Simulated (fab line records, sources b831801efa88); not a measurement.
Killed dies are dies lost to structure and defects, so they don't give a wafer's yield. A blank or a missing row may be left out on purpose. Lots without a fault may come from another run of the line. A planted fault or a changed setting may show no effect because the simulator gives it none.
fab line records | flow sky130 | part 1 of 2: steps 1 to 24 of 33
record lots=5 wafers=15 last_day=50
route steps=708 shown VIA1@477 METAL2@483 VIA2@507
lots that met no fault: from a run of the same line without faults
start_h: hours from the record's first day to the start of the lot's first wafer shown | wait_h: hours since the lot's step before | " the same as in the row above | L1.1+2: a row that stands for several wafers | - no value, or no start given | * or withheld: withheld | < > ~ a bound
route shown NAME@n: a module of which the file shows steps, and the number in the route of the first | usual: mean/standard deviation of fault-free wafers | same: alike in all rows | chamber/n: place in a boat | sites: the reading at each site | _std_site: their standard deviation | _edge_site: outer sites' mean less inner sites' | radius_mm: how far each site lies from the wafer's centre | mask NAME#n: copy n | behind: the tool/chamber that last shaped the wafer | hold: why the lot was held/for how many hours/how that ended | device: the transistor (n, p or np) that didn't switch | end of line: the same wafers' tests at the end of the route | a step without rows: its recipe alone | killed: dies lost to structure and defects at the first sort, not the wafer's yield | map: a wafer's dies, x killed, . not, _ none there
set.NAME: the setting as run; set.NAME@STEP: as run at that earlier step | model.NAME: the simulator's own value behind a step, which no gauge read
lots at some steps of the route; a table a step, a row a wafer
services: from which hour (start_h, from the record's first day; less than 0 if before it) a tool's chamber was out of use, for how many hours, and why
## steps
# step SKY_VIA1_CLEAN_19
# recipe chemistry=O3/DIW dry=n2_spin
# columns lot.wafer tool chamber start_h wait_h
L076.2+4+6 wet_bench-02 2 805.67 0.0
L081.4+5+6 wet_bench-02 0 846.01 0.0
L086.2+3+6 wet_bench-04 0 891.21 0.0
L090.2+5+6 wet_bench-01 0 925.58 0.0
L095.1+2+5 wet_bench-04 0 949.61 0.0
# step SKY_VIA1_SPUTTER_20
# recipe material=TiN target_thk_nm=20 chamber_pressure_pa=5 power_w=4000 time_s=80
# usual throttle_valve_pct=30.1/0.97
# columns lot.wafer tool chamber start_h wait_h throttle_valve_pct
L076.2 pvd_sputter-02 - 805.76 0.0 30.6
L076.4 " - " " 29.8
L076.6 " - " " 30.6
L081.4 pvd_sputter-04 - 846.10 0.0 30.5
L081.5 " - " " 29.3
L081.6 " - " " 32.3
L086.2 pvd_sputter-01 - 891.30 0.0 30.0
L086.3 " - " " 30.4
L086.6 " - " " 31.3
L090.2 pvd_sputter-02 - 925.68 0.0 30.5
L090.5 " - " " 28.3
L090.6 " - " " 30.7
L095.1 pvd_sputter-01 - 949.71 0.0 30.3
L095.2 " - " " 30.6
L095.5 " - " " 30.0
# step SKY_VIA1_CVD_21
# recipe material=W target_thk_nm=270 time_s=80.902 temp_c=400 pressure_torr=40
# usual heater_power_w=838/30
# columns lot.wafer tool chamber start_h wait_h heater_power_w
L076.2 cvd_w-01 1 805.82 0.0 818
L076.4 " 1 " " 861
L076.6 " 1 " " 843
L081.4 cvd_w-01 0 846.20 0.1 838
L081.5 " 0 " " 841
L081.6 " 1 " " 885
L086.2 cvd_w-01 0 891.36 0.0 823
L086.3 " 1 " " 845
L086.6 " 0 " " 836
L090.2 cvd_w-01 1 925.74 0.0 855
L090.5 " 1 " " 857
L090.6 " 0 " " 819
L095.1 cvd_w-02 1 949.77 0.0 820
L095.2 " 0 " " 786
L095.5 " 1 " " 801
# step SKY_VIA1_RS_MEAS_22
# recipe thk_meas_gauge=four-point-probe reads=W_of_VIA1_CVD_21+TiN_of_VIA1_SPUTTER_20
# usual VIA1_W_RS=0.422/0.0061
# columns lot.wafer tool chamber start_h wait_h VIA1_W_RS[ohm/sq]
L076.2 film_metro-01 - 805.93 0.1 0.424
L076.4 " - " " 0.429
L076.6 " - " " 0.426
L081.4 film_metro-02 - 846.32 0.1 0.416
L081.5 " - " " 0.416
L081.6 " - " " 0.423
L086.2 film_metro-01 - 891.48 0.1 0.413
L086.3 " - " " 0.422
L086.6 " - " " 0.416
L090.2 film_metro-02 - 925.85 0.1 0.419
L090.5 " - " " 0.419
L090.6 " - " " 0.421
L095.1 film_metro-02 - 949.86 0.1 0.434
L095.2 " - " " 0.432
L095.5 " - " " 0.427
# step SKY_VIA1_THK_MEAS_23
# recipe thk_meas_gauge=xrf reads=W_of_VIA1_CVD_21
# usual VIA1_W_THK=275/4.3
# columns lot.wafer tool chamber start_h wait_h VIA1_W_THK[nm]
L076.2 film_metro-01 - 806.04 0.1 275
L076.4 " - " " 272
L076.6 " - " " 273
L081.4 film_metro-02 - 846.41 0.1 279
L081.5 " - " " 279
L081.6 " - " " 275
L086.2 film_metro-01 - 891.59 0.1 283
L086.3 " - " " 274
L086.6 " - " " 280
L090.2 film_metro-02 - 925.96 0.1 278
L090.5 " - " " 276
L090.6 " - " " 277
L095.1 film_metro-02 - 949.98 0.1 270
L095.2 " - " " 271
L095.5 " - " " 275
# step SKY_VIA1_CMP_24
# recipe stop_on=SiO2 t_overpolish_s=15 down_force_psi=3.5 platen_rpm=60 target_thk_nm=0 pad_velocity_m_s=0.94248
# usual edge_zone_pressure_frac=1.000/0.0048 head_pressure_psi=3.499/0.0064 motor_current_A=10.1/0.94 overpolish_run_s=15.001/0.01 time_to_endpoint_s=65.8/2.4
# columns lot.wafer tool chamber start_h wait_h edge_zone_pressure_frac head_pressure_psi motor_current_A overpolish_run_s time_to_endpoint_s
L076.4 cmp-01 1 806.09 0.0 0.991 3.511 12.0 15.001 63.4
L076.2 " 2 " " 0.995 3.493 9.9 14.996 63.2
L076.6 " 2 " " 1.004 3.486 10.2 15.014 65.1
L081.4 cmp-02 3 846.49 0.1 0.995 3.490 10.0 14.987 64.0
L081.6 " 2 " " 0.998 3.503 8.6 14.994 68.9
L081.5 " 3 " " 0.998 3.504 10.0 14.989 66.5
L086.3 cmp-02 2 891.69 0.1 0.991 3.497 8.8 14.989 66.1
L086.2 " 3 " " 1.003 3.493 9.5 15.010 62.9
L086.6 " 1 " " 0.999 3.491 11.1 15.000 68.7
L090.2 cmp-01 0 926.16 0.2 0.996 3.503 9.5 14.998 67.5
L090.6 " 1 " " 1.002 3.497 11.8 15.003 65.5
L090.5 " 2 " " 1.011 3.498 9.9 14.997 63.9
L095.2 cmp-02 0 950.09 0.1 0.998 3.501 9.9 15.000 67.2
L095.1 " 1 " " 1.003 3.496 11.7 15.021 67.9
L095.5 " 0 " " 1.000 3.503 9.4 15.005 65.8
# step SKY_METAL2_SPUTTER_00
# recipe material=Ti target_thk_nm=15 power_w=3000 time_s=10 chamber_pressure_pa=0.4
# usual throttle_valve_pct=29.9/1.1
# columns lot.wafer tool chamber start_h wait_h throttle_valve_pct
L076.2 pvd_sputter-02 - 806.39 0.2 29.7
L076.4 " - " " 28.8
L076.6 " - " " 30.6
L081.4 pvd_sputter-02 - 846.74 0.2 30.7
L081.5 " - " " 29.8
L081.6 " - " " 30.7
L086.2 pvd_sputter-04 - 891.94 0.1 32.3
L086.3 " - " " 29.4
L086.6 " - " " 28.9
L090.2 pvd_sputter-04 - 926.31 0.1 30.7
L090.5 " - " " 30.3
L090.6 " - " " 32.2
L095.1 pvd_sputter-03 - 950.34 0.1 30.0
L095.2 " - " " 30.9
L095.5 " - " " 30.8
# step SKY_METAL2_SPUTTER_01
# recipe material=TiN target_thk_nm=20 power_w=6500 time_s=16.7 chamber_pressure_pa=0.4
# usual throttle_valve_pct=30.0/1.1
# columns lot.wafer tool chamber start_h wait_h throttle_valve_pct
L076.2 pvd_sputter-02 - 806.41 0.0 30.0
L076.4 " - " " 28.4
L076.6 " - " " 30.3
L081.4 pvd_sputter-02 - 846.76 0.0 30.6
L081.5 " - " " 30.1
L081.6 " - " " 30.6
L086.2 pvd_sputter-04 - 891.96 0.0 32.2
L086.3 " - " " 29.3
L086.6 " - " " 29.4
L090.2 pvd_sputter-04 - 926.33 0.0 30.9
L090.5 " - " " 30.5
L090.6 " - " " 32.3
L095.1 pvd_sputter-03 - 950.36 0.0 30.1
L095.2 " - " " 31.1
L095.5 " - " " 30.8
# step SKY_METAL2_SPUTTER_02
# recipe material=AlCu target_thk_nm=250 power_w=10600 time_s=13.3 chamber_pressure_pa=0.4
# usual throttle_valve_pct=29.9/1.1
# columns lot.wafer tool chamber start_h wait_h throttle_valve_pct
L076.2 pvd_sputter-02 - 806.44 0.0 29.8
L076.4 " - " " 28.3
L076.6 " - " " 30.6
L081.4 pvd_sputter-02 - 846.79 0.0 30.5
L081.5 " - " " 29.5
L081.6 " - " " 30.4
L086.2 pvd_sputter-04 - 891.99 0.0 32.1
L086.3 " - " " 29.2
L086.6 " - " " 29.3
L090.2 pvd_sputter-04 - 926.36 0.0 30.6
L090.5 " - " " 30.1
L090.6 " - " " 32.2
L095.1 pvd_sputter-03 - 950.39 0.0 30.1
L095.2 " - " " 30.9
L095.5 " - " " 30.8
# step SKY_METAL2_SPUTTER_03
# recipe material=Ti target_thk_nm=5 power_w=3000 time_s=3.3 chamber_pressure_pa=0.4
# usual throttle_valve_pct=30.0/1.1
# columns lot.wafer tool chamber start_h wait_h throttle_valve_pct
L076.2 pvd_sputter-02 - 806.46 0.0 29.9
L076.4 " - " " 28.1
L076.6 " - " " 30.5
L081.4 pvd_sputter-02 - 846.81 0.0 30.8
L081.5 " - " " 29.8
L081.6 " - " " 30.4
L086.2 pvd_sputter-04 - 892.01 0.0 32.4
L086.3 " - " " 29.3
L086.6 " - " " 29.3
L090.2 pvd_sputter-04 - 926.38 0.0 30.4
L090.5 " - " " 30.5
L090.6 " - " " 32.1
L095.1 pvd_sputter-03 - 950.41 0.0 29.9
L095.2 " - " " 30.9
L095.5 " - " " 30.7
# step SKY_METAL2_SPUTTER_04
# recipe material=TiN target_thk_nm=70 power_w=6500 time_s=58.3 chamber_pressure_pa=0.4
# usual throttle_valve_pct=29.9/1.1
# columns lot.wafer tool chamber start_h wait_h throttle_valve_pct
L076.2 pvd_sputter-02 - 806.48 0.0 29.9
L076.4 " - " " 28.3
L076.6 " - " " 30.7
L081.4 pvd_sputter-02 - 846.83 0.0 30.7
L081.5 " - " " 29.6
L081.6 " - " " 30.4
L086.2 pvd_sputter-04 - 892.03 0.0 32.1
L086.3 " - " " 29.3
L086.6 " - " " 29.2
L090.2 pvd_sputter-04 - 926.40 0.0 30.5
L090.5 " - " " 30.6
L090.6 " - " " 32.1
L095.1 pvd_sputter-03 - 950.43 0.0 30.1
L095.2 " - " " 30.9
L095.5 " - " " 30.9
# step SKY_METAL2_RS_MEAS_05
# recipe thk_meas_gauge=four-point-probe reads=TiN_of_METAL2_SPUTTER_04+Ti_of_METAL2_SPUTTER_03+AlCu_of_METAL2_SPUTTER_02+TiN_of_METAL2_SPUTTER_01+Ti_of_METAL2_SPUTTER_00
# usual METAL2_ALCU_RS=0.1265/0.0015
# columns lot.wafer tool chamber start_h wait_h METAL2_ALCU_RS[ohm/sq]
L076.2 film_metro-02 - 806.55 0.0 0.1238
L076.4 " - " " 0.1245
L076.6 " - " " 0.1245
L081.4 film_metro-02 - 846.94 0.1 0.1248
L081.5 " - " " 0.1235
L081.6 " - " " 0.1253
L086.2 film_metro-04 - 892.10 0.0 0.1279
L086.3 " - " " 0.1278
L086.6 " - " " 0.1274
L090.2 film_metro-04 - 926.47 0.0 0.1252
L090.5 " - " " 0.1252
L090.6 " - " " 0.1242
L095.1 film_metro-02 - 950.48 0.0 0.1253
L095.2 " - " " 0.1244
L095.5 " - " " 0.1243
# step SKY_METAL2_THK_MEAS_06
# recipe thk_meas_gauge=xrf reads=AlCu_of_METAL2_SPUTTER_02
# usual METAL2_ALCU_THK=249/3.5
# columns lot.wafer tool chamber start_h wait_h METAL2_ALCU_THK[nm]
L076.2 film_metro-02 - 806.66 0.1 254
L076.4 " - " " 251
L076.6 " - " " 252
L081.4 film_metro-02 - 847.03 0.1 253
L081.5 " - " " 256
L081.6 " - " " 253
L086.2 film_metro-04 - 892.21 0.1 245
L086.3 " - " " 245
L086.6 " - " " 246
L090.2 film_metro-04 - 926.58 0.1 248
L090.5 " - " " 250
L090.6 " - " " 253
L095.1 film_metro-02 - 950.60 0.1 251
L095.2 " - " " 252
L095.5 " - " " 250
# step SKY_METAL2_DEHYDRATE_07
# recipe temp_c=200 time_s=60
# usual exhaust_pa=45.0/0.94 resist_line_temp_C=23.00/0.11
# columns lot.wafer tool chamber start_h wait_h exhaust_pa resist_line_temp_C
L076.2 litho_track-02 0 818.71 12.0 44.0 22.91
L076.4 " 0 " " 44.4 23.04
L076.6 " 0 " " 44.2 23.01
L081.4 litho_track-02 0 859.56 12.5 43.8 23.01
L081.5 " 0 " " 43.3 22.89
L081.6 " 0 " " 42.5 22.99
L086.2 litho_track-02 0 903.76 11.5 44.3 23.08
L086.3 " 0 " " 43.3 23.06
L086.6 " 0 " " 44.4 23.11
L090.2 litho_track-03 0 938.04 11.4 46.3 23.17
L090.5 " 0 " " 46.9 23.09
L090.6 " 0 " " 45.5 23.15
L095.1 litho_track-03 0 962.31 11.7 43.5 23.04
L095.2 " 0 " " 44.9 23.01
L095.5 " 0 " " 44.1 22.82
# step SKY_METAL2_HMDS_08
# recipe prime_time_s=60 prime_temp_c=120
# usual exhaust_pa=45.0/0.76 resist_line_temp_C=23.00/0.1
# columns lot.wafer tool chamber start_h wait_h exhaust_pa resist_line_temp_C
L076.2 litho_track-02 0 818.86 0.1 45.5 23.04
L076.4 " 0 " " 44.4 22.99
L076.6 " 0 " " 44.7 22.97
L081.4 litho_track-02 0 859.71 0.1 46.6 22.96
L081.5 " 0 " " 45.4 22.95
L081.6 " 0 " " 44.8 23.04
L086.2 litho_track-02 0 903.91 0.1 45.4 23.05
L086.3 " 0 " " 45.5 22.93
L086.6 " 0 " " 46.2 23.15
L090.2 litho_track-03 0 938.19 0.1 45.8 22.89
L090.5 " 0 " " 46.1 23.04
L090.6 " 0 " " 45.4 22.92
L095.1 litho_track-03 0 962.46 0.1 45.7 22.88
L095.2 " 0 " " 45.9 22.94
L095.5 " 0 " " 45.5 22.88
# step SKY_METAL2_COAT_09
# recipe resist=BARC temp_c=withheld time_s=withheld spin_rpm=3000 resist_thk_nm=60
# usual exhaust_pa=45.0/0.95 resist_line_temp_C=*
# columns lot.wafer tool chamber start_h wait_h exhaust_pa resist_line_temp_C
L076.2 litho_track-02 0 819.01 0.1 45.6 *
L076.4 " 0 " " 46.4 *
L076.6 " 0 " " 43.7 *
L081.4 litho_track-02 0 859.86 0.1 45.5 *
L081.5 " 0 " " 45.9 *
L081.6 " 0 " " 45.2 *
L086.2 litho_track-02 0 904.06 0.1 44.6 *
L086.3 " 0 " " 43.0 *
L086.6 " 0 " " 45.0 *
L090.2 litho_track-03 0 938.34 0.1 44.4 *
L090.5 " 0 " " 45.9 *
L090.6 " 0 " " 45.0 *
L095.1 litho_track-03 0 962.61 0.1 46.7 *
L095.2 " 0 " " 45.2 *
L095.5 " 0 " " 45.1 *
# step SKY_METAL2_COAT_10
# recipe resist=KrF-thick spin_rpm=3000 resist_thk_nm=450
# usual exhaust_pa=45.2/1 resist_line_temp_C=22.99/0.11
# columns lot.wafer tool chamber start_h wait_h exhaust_pa resist_line_temp_C
L076.2 litho_track-02 0 - - 45.2 22.89
L076.4 " 0 " " 45.5 23.01
L076.6 " 0 " " 43.8 23.05
L081.4 litho_track-02 0 - - 44.2 23.06
L081.5 " 0 " " 45.3 23.15
L081.6 " 0 " " 44.7 22.97
L086.2 litho_track-02 0 - - 44.5 23.16
L086.3 " 0 " " 44.6 23.15
L086.6 " 0 " " 46.0 23.01
L090.2 litho_track-03 0 - - 46.4 22.98
L090.5 " 0 " " 45.2 22.82
L090.6 " 0 " " 45.8 23.00
L095.1 litho_track-03 0 - - 45.7 22.86
L095.2 " 0 " " 45.6 22.86
L095.5 " 0 " " 45.5 22.91
# step SKY_METAL2_SOFTBAKE_11
# recipe temp_c=100 time_s=90 resist=KrF-thick
# usual exhaust_pa=45.0/0.89 resist_line_temp_C=23.03/0.11
# columns lot.wafer tool chamber start_h wait_h exhaust_pa resist_line_temp_C
L076.2 litho_track-02 0 - - 45.1 23.33
L076.4 " 0 " " 45.8 23.07
L076.6 " 0 " " 46.4 23.00
L081.4 litho_track-02 0 - - 45.8 22.73
L081.5 " 0 " " 44.4 22.90
L081.6 " 0 " " 44.7 22.80
L086.2 litho_track-02 0 - - 43.5 22.99
L086.3 " 0 " " 44.0 22.95
L086.6 " 0 " " 45.0 22.97
L090.2 litho_track-03 0 - - 44.1 22.94
L090.5 " 0 " " 44.8 22.82
L090.6 " 0 " " 43.5 23.05
L095.1 litho_track-03 0 - - 45.8 22.95
L095.2 " 0 " " 45.6 22.99
L095.5 " 0 " " 46.8 23.10
# step SKY_METAL2_EXPOSE_12
# recipe mask_id=MM2 na=0.8 source_shape=annular sigma_inner=0.55 sigma_outer=0.85 target_cd_nm=140 dose_mj=28
# same sigma_inner=0.55
# columns lot.wafer tool chamber start_h wait_h mask
L076.2+4+6 krf_scanner-02 0 - - MM2#0
L081.4+5+6 krf_scanner-02 0 - - MM2#0
L086.2+3+6 krf_scanner-02 0 - - MM2#0
L090.2+5+6 krf_scanner-02 0 - - MM2#0
L095.1+2+5 krf_scanner-02 0 - - MM2#0
# step SKY_METAL2_PEB_13
# recipe peb_temp_c=withheld peb_time_s=withheld resist=KrF-thick
# usual exhaust_pa=45.1/0.92 resist_line_temp_C=*
# columns lot.wafer tool chamber start_h wait_h exhaust_pa resist_line_temp_C
L076.2 litho_track-02 0 - - 44.7 *
L076.4 " 0 " " 45.1 *
L076.6 " 0 " " 45.5 *
L081.4 litho_track-04 0 - - 46.2 *
L081.5 " 0 " " 46.7 *
L081.6 " 0 " " 46.4 *
L086.2 litho_track-03 0 - - 44.4 *
L086.3 " 0 " " 45.2 *
L086.6 " 0 " " 44.1 *
L090.2 litho_track-03 0 - - 44.7 *
L090.5 " 0 " " 46.3 *
L090.6 " 0 " " 45.8 *
L095.1 litho_track-02 0 - - 44.2 *
L095.2 " 0 " " 44.9 *
L095.5 " 0 " " 43.9 *
# step SKY_METAL2_DEVELOP_14
# recipe develop_time_s=60 resist=KrF-thick dev_temp_c=21
# usual exhaust_pa=45.0/0.93 resist_line_temp_C=22.99/0.1
# columns lot.wafer tool chamber start_h wait_h exhaust_pa resist_line_temp_C
L076.2 litho_track-02 0 - - 45.8 22.99
L076.4 " 0 " " 46.1 23.03
L076.6 " 0 " " 45.8 22.99
L081.4 litho_track-04 0 - - 44.2 23.08
L081.5 " 0 " " 45.6 23.26
L081.6 " 0 " " 46.2 23.07
L086.2 litho_track-03 0 - - 44.8 22.94
L086.3 " 0 " " 44.3 23.07
L086.6 " 0 " " 44.8 23.06
L090.2 litho_track-03 0 - - 45.6 22.88
L090.5 " 0 " " 46.0 22.91
L090.6 " 0 " " 45.5 23.06
L095.1 litho_track-02 0 - - 44.6 22.83
L095.2 " 0 " " 45.3 22.86
L095.5 " 0 " " 44.9 22.86
# step SKY_METAL2_CD_MEAS_15
# recipe target_cd_nm=140
# usual cd_nm=140.2/1.7
# columns lot.wafer tool chamber start_h wait_h cd_nm
L076.2 cd_sem-01 - 832.50 - 139.4
L076.4 " - " " 139.8
L076.6 " - " " 140.2
L081.4 cd_sem-01 - 872.99 - 140.8
L081.5 " - " " 141.2
L081.6 " - " " 141.3
L086.2 cd_sem-02 - 916.58 - 138.3
L086.3 " - " " 138.6
L086.6 " - " " 137.4
L090.2 cd_sem-02 - 950.73 - 138.6
L090.5 " - " " 139.8
L090.6 " - " " 138.3
L095.1 cd_sem-01 - 974.93 - 139.5
L095.2 " - " " 140.9
L095.5 " - " " 140.7
# step SKY_METAL2_OVL_MEAS_16
# usual METAL2_OVL=1/5.4
# columns lot.wafer tool chamber start_h wait_h METAL2_OVL[nm]
L076.2 overlay-02 - 832.61 0.1 3
L076.4 " - " " 1
L076.6 " - " " 3
L081.4 overlay-01 - 873.07 0.1 6
L081.5 " - " " -2
L081.6 " - " " 1
L086.2 overlay-02 - 916.69 0.1 4
L086.3 " - " " 9
L086.6 " - " " 6
L090.2 overlay-02 - 950.84 0.1 8
L090.5 " - " " 6
L090.6 " - " " 1
L095.1 overlay-02 - 975.05 0.1 -4
L095.2 " - " " 2
L095.5 " - " " 4
# step SKY_METAL2_DESCUM_17
# recipe chemistry=O2 source_power_w=150 bias_power_w=0 pressure_mtorr=10 temp_c=40 time_s=8
# usual drypump_motor_current_A=5.9/0.49 oes_product_au=1.000/0.012 temp_c=40.00/0.11
# columns lot.wafer tool chamber start_h wait_h drypump_motor_current_A oes_product_au rf_hours_counter_h temp_c
L076.2 rie_metal-04 1 832.64 0.0 6.8 0.999 7 40.10
L076.4 " 0 " " 6.4 1.031 - 40.06
L076.6 " 0 " " 6.4 1.014 - 40.13
L081.4 rie_metal-01 0 873.10 0.0 5.5 0.982 - 40.11
L081.5 " 0 " " 5.5 0.986 - 40.15
L081.6 " 1 " " 5.4 0.983 - 40.06
L086.2 rie_metal-01 1 916.72 0.0 5.3 0.992 15 40.07
L086.3 " 0 " " 5.5 0.980 - 40.09
L086.6 " 0 " " 5.5 0.995 - 40.17
L090.2 rie_metal-03 1 950.87 0.0 6.1 0.998 11 40.08
L090.5 " 0 " " 5.4 1.000 - 39.99
L090.6 " 1 " " 6.1 1.001 - 40.02
L095.1 rie_metal-01 0 975.09 0.0 5.5 0.990 14 39.82
L095.2 " 1 " " 5.3 0.980 20 39.94
L095.5 " 0 " " 5.5 0.997 - 39.89
